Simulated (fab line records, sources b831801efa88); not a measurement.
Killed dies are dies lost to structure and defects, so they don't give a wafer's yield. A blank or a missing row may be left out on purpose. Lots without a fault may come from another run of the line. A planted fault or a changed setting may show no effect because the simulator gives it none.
Which tool did it? | flow gf180mcu | 11 lots, 33 wafers sampled, at 6 steps of a route of 602

WHAT THE GAUGES READ, wafer by wafer
GF_M4_CD_MEAS_14: target cd 280 nm. Usual: cd_nm 280.4 nm, standard deviation 1.1.
lot  | measured     | on        | cd_nm (nm)        | flag
L264 | day 23 05:23 | cd_sem-02 | 282.4 283.2 281.4 |
L265 | day 23 16:34 | cd_sem-02 | 279.8 279.7 280.6 |
L266 | day 24 01:40 | cd_sem-02 | 279.1 279.0 279.1 |
L267 | day 24 10:07 | cd_sem-01 | 280.9 280.4 280.9 |
L270 | day 25 10:19 | cd_sem-02 | 280.3 281.8 281.4 |
L271 | day 25 20:32 | cd_sem-02 | 278.8 278.8 279.1 |
L276 | day 27 13:32 | cd_sem-01 | 279.0 279.7 278.8 |
L279 | day 28 11:35 | cd_sem-02 | 281.0 280.6 282.7 |
L280 | day 28 15:29 | cd_sem-01 | 280.7 280.9 281.3 |
L282 | day 29 06:15 | cd_sem-01 | 280.1 278.9 279.3 |
L285 | day 29 21:43 | cd_sem-02 | 280.0 278.6 279.8 |

GF_V4_BOW_MEAS_05. Usual: V4_BOW 134 um, standard deviation 8.
lot  | measured     | on            | V4_BOW (um) | flag
L264 | day 23 06:46 | film_metro-01 | 145 127 146 |
L265 | day 23 18:02 | film_metro-03 | 141 150 150 |
L266 | day 24 03:19 | film_metro-01 | 147 127 137 |
L267 | day 24 11:31 | film_metro-03 | 136 132 142 |
L270 | day 25 11:47 | film_metro-01 | 135 133 131 |
L271 | day 25 21:58 | film_metro-03 | 121 130 112 |
L276 | day 27 14:56 | film_metro-03 | 129 128 128 |
L279 | day 28 13:01 | film_metro-04 | 145 121 133 |
L280 | day 28 16:52 | film_metro-04 | 155 144 135 |
L282 | day 29 07:38 | film_metro-03 | 133 138 132 |
L285 | day 29 23:06 | film_metro-03 | 142 132 134 |

GF_V4_RS_MEAS_24: measures by four-point-probe. Usual: V4_W_RS 0.326 ohm/sq, standard deviation 0.0057.
lot  | measured     | on            | V4_W_RS (ohm/sq)  | flag
L264 | day 24 05:59 | film_metro-03 | 0.321 0.323 0.321 |
L265 | day 24 16:43 | film_metro-04 | 0.320 0.321 0.326 |
L266 | day 25 02:15 | film_metro-04 | 0.322 0.325 0.315 |
L267 | day 25 11:01 | film_metro-01 | 0.332 0.329 0.331 |
L270 | day 26 09:33 | film_metro-03 | 0.328 0.318 0.329 |
L271 | day 26 19:19 | film_metro-03 | 0.324 0.327 0.316 |
L276 | day 28 11:58 | film_metro-01 | 0.322 0.868 0.325 | OFF
L279 | day 29 09:39 | film_metro-01 | 0.328 0.330 0.328 |
L280 | day 29 11:53 | film_metro-03 | 0.327 0.334 0.329 |
L282 | day 30 03:39 | film_metro-01 | 0.334 0.333 0.334 |
L285 | day 30 18:31 | film_metro-03 | 0.333 0.330 0.327 |

GF_V4_THK_MEAS_25: measures by xrf. Usual: V4_W_THK 349 nm, standard deviation 6.4.
lot  | measured     | on            | V4_W_THK (nm) | flag
L264 | day 24 06:06 | film_metro-03 | 356 354 356   |
L265 | day 24 16:50 | film_metro-04 | 359 358 350   |
L266 | day 25 02:22 | film_metro-04 | 352 350 362   |
L267 | day 25 11:08 | film_metro-01 | 343 346 341   |
L270 | day 26 09:40 | film_metro-03 | 348 362 347   |
L271 | day 26 19:26 | film_metro-03 | 351 350 360   |
L276 | day 28 12:05 | film_metro-01 | 352 133 348   | OFF
L279 | day 29 09:46 | film_metro-01 | 348 347 346   |
L280 | day 29 12:00 | film_metro-03 | 354 341 348   |
L282 | day 30 03:46 | film_metro-01 | 340 342 340   |
L285 | day 30 18:38 | film_metro-03 | 344 346 349   |

WHICH TOOL RAN EACH LOT (tool, then ch and the chambers of the sampled wafers, then the start)
lot  | GF_V3_CVD_23                  | GF_V4_CVD_23
L264 | cvd_w-02 ch 0,1, day 22 06:27 | cvd_w-01 ch 1, day 24 05:52
L265 | cvd_w-01 ch 0,1, day 22 17:28 | cvd_w-01 ch 0,1, day 24 16:35
L266 | cvd_w-01 ch 0, day 23 02:29   | cvd_w-01 ch 0,1, day 25 02:08
L267 | cvd_w-01 ch 0,1, day 23 11:26 | cvd_w-02 ch 0,1, day 25 10:54
L270 | cvd_w-01 ch 0, day 24 12:35   | cvd_w-01 ch 0,1, day 26 09:26
L271 | cvd_w-02 ch 0,1, day 24 23:17 | cvd_w-01 ch 0,1, day 26 19:11
L276 | cvd_w-02 ch 0,1, day 26 15:46 | cvd_w-01 ch 0,1, day 28 11:52
L279 | cvd_w-02 ch 0, day 27 14:51   | cvd_w-02 ch 0,1, day 29 09:32
L280 | cvd_w-01 ch 0,1, day 27 19:27 | cvd_w-02 ch 0,1, day 29 11:46
L282 | cvd_w-01 ch 0,1, day 28 10:22 | cvd_w-02 ch 0, day 30 03:26
L285 | cvd_w-01 ch 1, day 29 01:48   | cvd_w-01 ch 0, day 30 18:24
- GF_V3_CVD_23: deposits W, target thk 350 nm, time 104.9 s.
- GF_V4_CVD_23: deposits W, target thk 350 nm, time 104.9 s.

WHAT THE TOOLS THEMSELVES READ (means of the sampled wafers that have a number; where no wafer has one, the mark that the record gives instead)
GF_V3_CVD_23. Usual: heater_power_w 885 W, standard deviation 110.
lot  | tool     | heater_power_w (W) | flag
L264 | cvd_w-02 | 975                |
L265 | cvd_w-01 | 776                |
L266 | cvd_w-01 | 743                |
L267 | cvd_w-01 | 782                |
L270 | cvd_w-01 | 742                |
L271 | cvd_w-02 | 920                |
L276 | cvd_w-02 | 920                |
L279 | cvd_w-02 | 869                |
L280 | cvd_w-01 | 822                |
L282 | cvd_w-01 | 788                |
L285 | cvd_w-01 | 862                |

GF_V4_CVD_23. Usual: heater_power_w 870 W, standard deviation 100.
lot  | tool     | heater_power_w (W) | flag
L264 | cvd_w-01 | 850                |
L265 | cvd_w-01 | 822                |
L266 | cvd_w-01 | 789                |
L267 | cvd_w-02 | 981                |
L270 | cvd_w-01 | 791                |
L271 | cvd_w-01 | 776                |
L276 | cvd_w-01 | 797                |
L279 | cvd_w-02 | 983                |
L280 | cvd_w-02 | 990                |
L282 | cvd_w-02 | 876                |
L285 | cvd_w-01 | 744                |

THE ANSWER, worked out from the rows above alone
Rule: a lot is off if the mean of its wafers that have a number lies more than 3 standard deviations from the usual mean. A lot without any number at a reading at which 4 lots or more have one is off too. The other lots that the step has rows for count as sound. The gauges are gone through in route order, then the tools' own readings, and for those a lot's mean is taken as printed above. The first step at which some lot is off is used, and at that step the reading that is off furthest; a lot without a number counts as furthest.
Off: L276, at GF_V4_RS_MEAS_24 (V4_W_RS).
A tool fits if, at a process step before that reading, it ran every lot that is off, and no sound lot after the first of them. The gauges at GF_V4_RS_MEAS_24 are tried like those tools. None of those tried fits.

WHAT THE SIMULATOR HAD PUT IN
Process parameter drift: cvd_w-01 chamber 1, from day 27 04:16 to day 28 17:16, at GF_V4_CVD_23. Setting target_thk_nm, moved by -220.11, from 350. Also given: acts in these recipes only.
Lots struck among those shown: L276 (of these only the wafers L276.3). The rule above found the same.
